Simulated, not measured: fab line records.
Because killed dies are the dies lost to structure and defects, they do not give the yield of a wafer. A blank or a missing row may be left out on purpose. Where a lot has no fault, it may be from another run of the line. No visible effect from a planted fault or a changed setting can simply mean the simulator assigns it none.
Matching of chambers | flow gf180mcu | GF_V1_CMP_26 on cmp-01: 4 sister chambers
The step polishes, stops on SiO2, t overpolish 15 s, target thk 0 nm. 4 wafers are shown with their chamber, then 9 later ones without.

WAFERS PAIRED WITH THEIR CHAMBERS
wafer  | chamber | motor_current_A (A)
L464.6 | 0       | 10.9
L465.2 | 2       | 12.5
L465.3 | 3       | 11.8
L465.5 | 1       | 9.7

WAFERS WITH NO CHAMBER GIVEN
wafer  | motor_current_A (A)
L466.1 | 11.2
L466.3 | 10.7
L466.6 | 12.1
L468.1 | 10.8
L468.3 | 11.7
L468.6 | 12.9
L473.1 | 11.7
L473.3 | 10.1
L473.4 | 11.4

THE CHAMBER EACH PASSED THROUGH
wafer  | from the rows above     | in truth
L466.1 | can't be placed: 0 or 3 | 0
L466.3 | 0                       | 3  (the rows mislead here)
L466.6 | can't be placed: 3 or 2 | 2
L468.1 | 0                       | 0
L468.3 | 3                       | 3
L468.6 | 2                       | 2
L473.1 | 3                       | 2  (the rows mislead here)
L473.3 | can't be placed: 1 or 0 | 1
L473.4 | can't be placed: 3 or 0 | 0
Correctly placed: 3 of 9. From these rows, 4 cannot be placed; in 4 the true chamber is one of the candidates. Number placed wrongly: 2.
How it was worked out, from the rows above alone: a wafer's distance from a chamber is the root of the sum, over the readings, of the square of ((its reading less the chamber's mean) divided by the reading's scatter). If the next closest chamber is less than 2 further off than the closest, the wafer can't be placed; otherwise it belongs to the closest. For every chamber, the mean is computed from those of its wafers that are shown. The scatter: root of mean squared gap, hidden wafer to nearest shown wafer, with one shown wafer a chamber.
